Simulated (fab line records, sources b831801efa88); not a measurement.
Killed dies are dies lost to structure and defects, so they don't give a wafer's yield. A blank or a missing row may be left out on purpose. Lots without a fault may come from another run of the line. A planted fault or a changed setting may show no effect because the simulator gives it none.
fab line records | flow sky130
record lots=12 wafers=36 last_day=50
route steps=708 shown LDD_P@263 LDD_HVN@274 SD_N@352
lots that met no fault: from a run of the same line without faults
start_h: hours from the record's first day to the start of the lot's first wafer shown | wait_h: hours since the lot's step before | " the same as in the row above | L1.1+2: a row that stands for several wafers | - no value, or no start given | * or withheld: withheld | < > ~ a bound
route shown NAME@n: a module of which the file shows steps, and the number in the route of the first | usual: mean/standard deviation of fault-free wafers | same: alike in all rows | chamber/n: place in a boat | sites: the reading at each site | _std_site: their standard deviation | _edge_site: outer sites' mean less inner sites' | radius_mm: how far each site lies from the wafer's centre | mask NAME#n: copy n | behind: the tool/chamber that last shaped the wafer | hold: why the lot was held/for how many hours/how that ended | device: the transistor (n, p or np) that didn't switch | end of line: the same wafers' tests at the end of the route | a step without rows: its recipe alone | killed: dies lost to structure and defects at the first sort, not the wafer's yield | map: a wafer's dies, x killed, . not, _ none there
set.NAME: the setting as run; set.NAME@STEP: as run at that earlier step | model.NAME: the simulator's own value behind a step, which no gauge read
steps of the route over a sample of lots; a table a step, a row a wafer
services: from which hour (start_h, from the record's first day; less than 0 if before it) a tool's chamber was out of use, for how many hours, and why
## steps
# step SKY_LDD_P_OVL_MEAS_08
# usual LDD_P_OVL=-0.2/1.3
# columns lot.wafer tool chamber start_h wait_h LDD_P_OVL[nm]
L459.1 overlay-01 - 434.31 0.1 -1.1
L459.3 " - " " 2.4
L459.6 " - " " -1.5
L461.1 overlay-02 - 452.63 0.1 0.4
L461.2 " - " " 1.2
L461.4 " - " " 1.6
L465.1 overlay-02 - 493.71 0.1 -0.9
L465.2 " - " " 0.6
L465.6 " - " " -0.7
L468.1 overlay-01 - 514.21 0.1 -0.4
L468.2 " - " " -1.8
L468.5 " - " " 0.7
L471.1 overlay-02 - 542.11 0.1 -0.7
L471.3 " - " " -0.5
L471.4 " - " " 1.3
L474.3 overlay-02 - 575.23 0.1 1.0
L474.4 " - " " 1.5
L474.5 " - " " -0.9
L475.2 overlay-01 - 584.41 0.1 -1.7
L475.3 " - " " -1.2
L475.5 " - " " -1.6
L476.2 overlay-01 - 585.42 0.1 -0.8
L476.4 " - " " -0.3
L476.6 " - " " -0.3
L478.2 overlay-01 - 608.16 0.1 0.6
L478.3 " - " " 0.2
L478.5 " - " " -0.2
L479.1 overlay-01 - 621.22 0.1 1.7
L479.4 " - " " 1.4
L479.5 " - " " 0.7
L480.2 overlay-02 - 634.13 0.1 -0.6
L480.4 " - " " 0.7
L480.5 " - " " 1.1
L481.1 overlay-01 - 636.67 0.1 -3.9
L481.2 " - " " -2.4
L481.3 " - " " -4.4
# step SKY_LDD_HVN_OVL_MEAS_07
# usual LDD_HVN_OVL=-0.5/1.2
# columns lot.wafer tool chamber start_h wait_h LDD_HVN_OVL[nm]
L459.1 overlay-02 - 465.44 0.1 -1.2
L459.3 " - " " -0.4
L459.6 " - " " -0.3
L461.1 overlay-01 - 482.88 0.1 2.1
L461.2 " - " " 1.2
L461.4 " - " " -0.9
L465.1 overlay-01 - 523.93 0.1 -1.0
L465.2 " - " " -0.7
L465.6 " - " " -0.9
L468.1 overlay-01 - 543.81 0.1 -1.1
L468.2 " - " " -0.9
L468.5 " - " " -1.8
L471.1 overlay-02 - 572.48 0.1 1.1
L471.3 " - " " -1.3
L471.4 " - " " -0.6
L474.3 overlay-02 - 604.04 0.1 -0.6
L474.4 " - " " 0.0
L474.5 " - " " -3.3
L475.2 overlay-02 - 613.68 0.1 0.4
L475.3 " - " " 0.6
L475.5 " - " " -1.8
L476.2 overlay-01 - 614.93 0.1 -0.7
L476.4 " - " " -1.1
L476.6 " - " " -0.1
L478.2 overlay-01 - 637.49 0.1 -0.9
L478.3 " - " " -0.6
L478.5 " - " " -2.0
L479.1 overlay-01 - 650.03 0.1 -0.8
L479.4 " - " " -0.1
L479.5 " - " " -1.7
L480.2 overlay-01 - 662.54 0.1 -2.8
L480.4 " - " " -2.2
L480.5 " - " " -3.5
L481.1 overlay-02 - 665.43 0.1 1.5
L481.2 " - " " -1.6
L481.3 " - " " -0.1
# step SKY_SD_N_IMPLANT_10
# recipe species=P energy_kev=20 dose_cm2=1e+14 tilt_deg=0
# usual beam_on_s=11.7/0.67
# columns lot.wafer tool chamber start_h wait_h beam_on_s
L459.1 implanter-01 0 649.64 0.1 11.8
L459.3 " 0 " " 12.2
L459.6 " 0 " " 12.1
L461.1 implanter-01 0 665.51 0.1 12.2
L461.2 " 0 " " 11.9
L461.4 " 0 " " 12.3
L465.1 implanter-01 0 700.16 0.1 11.6
L465.2 " 0 " " 12.2
L465.6 " 0 " " 11.9
L465.1 implanter-01 0 700.47 0.3 12.0
L465.2 " 0 " " 12.1
L465.6 " 0 " " 12.2
L468.1 implanter-04 0 719.81 0.1 10.6
L468.2 " 0 " " 10.3
L468.5 " 0 " " 10.0
L468.1 implanter-04 0 720.12 0.3 10.3
L468.2 " 0 " " 9.9
L468.5 " 0 " " 10.2
L471.1 implanter-01 0 748.16 0.1 11.9
L471.3 " 0 " " 11.9
L471.4 " 0 " " 12.2
L474.3 implanter-04 0 775.19 0.1 10.4
L474.4 " 0 " " 10.3
L474.5 " 0 " " 9.9
L475.2 implanter-02 0 785.37 0.1 11.6
L475.3 " 0 " " 11.7
L475.5 " 0 " " 11.6
L476.2 implanter-01 0 786.27 0.1 11.9
L476.4 " 0 " " 12.3
L476.6 " 0 " " 11.5
L478.2 implanter-02 0 807.62 0.1 11.6
L478.3 " 0 " " 11.5
L478.5 " 0 " " 11.8
L479.1 implanter-01 0 817.69 0.1 11.9
L479.4 " 0 " " 12.4
L479.5 " 0 " " 12.2
L480.2 implanter-01 0 829.43 0.1 11.6
L480.4 " 0 " " 11.9
L480.5 " 0 " " 12.1
L481.1 implanter-04 0 832.99 0.1 10.3
L481.2 " 0 " " 10.1
L481.3 " 0 " " 10.0
# step SKY_SD_N_STRIP_11
# recipe chemistry=O2/N2 power_w=1400 pressure_mtorr=1500 platen_temp_c=withheld o2_flow_sccm=3000 n2_flow_sccm=300 overash_fraction=0.5
# usual drypump_motor_current_A=5.9/0.5 n2_flow_sccm=300.0/0.91 oes_product_au=0.528/0.0047 strip_time_to_endpoint_s=22.54/0.035
# columns lot.wafer tool chamber start_h wait_h drypump_motor_current_A n2_flow_sccm oes_product_au rf_hours_counter_h strip_time_to_endpoint_s
L459.1 plasma_asher-01 1 649.79 0.1 5.7 299.2 0.529 22 22.54
L459.3 " 1 " " 5.7 297.6 0.524 - 22.51
L459.6 " 1 " " 5.7 298.5 0.530 - 22.52
L461.1 plasma_asher-02 0 665.66 0.1 4.9 300.7 0.520 85 22.55
L461.2 " 1 " " 6.1 300.7 0.531 85 22.60
L461.4 " 1 " " 6.1 299.6 0.525 - 22.58
L465.1 plasma_asher-01 1 700.62 0.1 5.7 298.8 0.526 27 22.55
L465.2 " 0 " " 6.1 300.0 0.530 27 22.59
L465.6 " 0 " " 6.1 300.1 0.522 - 22.60
L468.1 plasma_asher-01 1 720.27 0.1 5.7 299.0 0.524 28 22.51
L468.2 " 0 " " 6.1 301.6 0.525 28 22.53
L468.5 " 0 " " 6.1 300.8 0.524 - 22.56
L471.1 plasma_asher-01 0 748.31 0.1 6.1 300.6 0.526 31 22.56
L471.3 " 1 " " 5.7 299.9 0.528 - 22.49
L471.4 " 0 " " 6.1 299.1 0.529 - 22.52
L474.3 plasma_asher-04 0 775.33 0.1 6.6 300.0 0.527 - 22.59
L474.4 " 1 " " 5.5 300.0 0.529 - 22.57
L474.5 " 0 " " 6.6 300.3 0.529 - 22.56
L475.2 plasma_asher-02 0 785.49 0.1 4.9 300.6 0.529 97 22.58
L475.3 " 1 " " 6.2 301.0 0.523 - 22.59
L475.5 " 0 " " 4.9 300.0 0.530 - 22.52
L476.2 plasma_asher-01 0 786.39 0.1 6.1 301.1 0.536 35 22.52
L476.4 " 1 " " 5.7 300.2 0.533 - 22.51
L476.6 " 1 " " 5.7 300.0 0.529 - 22.50
L478.2 plasma_asher-01 1 807.74 0.1 5.7 300.7 0.525 37 22.55
L478.3 " 1 " " 5.7 300.0 0.535 - 22.56
L478.5 " 0 " " 6.1 299.3 0.526 - 22.58
L479.1 plasma_asher-01 1 817.84 0.1 5.7 301.3 0.526 38 22.61
L479.4 " 0 " " 6.1 300.6 0.538 - 22.55
L479.5 " 0 " " 6.1 299.6 0.521 - 22.56
L480.2 plasma_asher-04 1 829.56 0.1 5.4 301.0 0.516 71 22.53
L480.4 " 1 " " 5.5 300.3 0.525 - 22.53
L480.5 " 1 " " 5.5 299.6 0.528 - 22.48
L481.1 plasma_asher-02 0 833.14 0.1 4.9 302.0 0.528 102 22.50
L481.2 " 1 " " 6.2 299.8 0.530 102 22.53
L481.3 " 1 " " 6.1 301.0 0.518 - 22.54
# step SKY_SD_N_RS_MEAS_16
# recipe thk_meas_gauge=four-point-probe
# usual SD_N_RS=68.60/0.18
# columns lot.wafer tool chamber start_h wait_h SD_N_RS[ohm/sq]
L459.1 film_metro-04 - 650.18 0.1 68.26
L459.3 " - " " 68.46
L459.6 " - " " 68.47
L461.1 film_metro-02 - 666.04 0.1 68.53
L461.2 " - " " 68.61
L461.4 " - " " 68.59
L465.1 film_metro-04 - 701.01 0.1 65.88
L465.2 " - " " 66.04
L465.6 " - " " 66.05
L468.1 film_metro-02 - 720.71 0.1 66.23
L468.2 " - " " 66.23
L468.5 " - " " 66.20
L471.1 film_metro-03 - 748.75 0.1 68.37
L471.3 " - " " 68.57
L471.4 " - " " 68.55
L474.3 film_metro-02 - 775.73 0.1 68.61
L474.4 " - " " 68.74
L474.5 " - " " 68.75
L475.2 film_metro-04 - 785.90 0.1 68.43
L475.3 " - " " 68.58
L475.5 " - " " 68.40
L476.2 film_metro-02 - 786.80 0.1 68.80
L476.4 " - " " 68.83
L476.6 " - " " 68.82
L478.2 film_metro-03 - 808.15 0.1 68.54
L478.3 " - " " 68.48
L478.5 " - " " 68.31
L479.1 film_metro-03 - 818.27 0.1 68.49
L479.4 " - " " 68.34
L479.5 " - " " 68.62
L480.2 film_metro-03 - 830.01 0.1 68.51
L480.4 " - " " 68.34
L480.5 " - " " 68.35
L481.1 film_metro-02 - 833.53 0.1 68.79
L481.2 " - " " 68.82
L481.3 " - " " 68.88
## services
# columns tool chamber start_h hours kind
implanter-04 - 651.21 9.9 repair
plasma_asher-01 - 653.95 1.4 repair
plasma_asher-04 - 654.22 2.8 pm
implanter-02 - 702.42 0.8 repair
implanter-02 - 724.22 4.8 repair
implanter-02 - 743.79 5.7 pm
implanter-02 - 750.74 1.5 repair
implanter-04 - 762.80 2.0 repair
plasma_asher-04 - 778.82 2.6 repair
implanter-01 - 818.16 1.2 repair
implanter-02 - 830.85 3.7 pm
## key
first_sign step=SKY_SD_N_IMPLANT_10 reading=visit direction=added
effect step=SKY_SD_N_RS_MEAS_16 reading=SD_N_RS direction=down sigmas=14 usual=68.60 struck=66.11
met_at SKY_SD_N_IMPLANT_10
struck_lots L465,L468
tester_left_out L465,L468
not_acting_at SKY_LDD_P_OVL_MEAS_08,SKY_LDD_HVN_OVL_MEAS_07,SKY_SD_N_STRIP_11
fault kind=repeated_step_whole tool=implanter-01,implanter-02,implanter-04 chamber=- onset_h=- steps=SKY_SD_N_IMPLANT_10 times=1 scope=struck_lots_only
# tester_left_out: of these lots the tester's yield and bins aren't shown, on N5 and GAA mostly nor the transistor test; their killed dies are dies lost to structure and defects alone, not to doping, threshold or leakage, so they don't give the yield
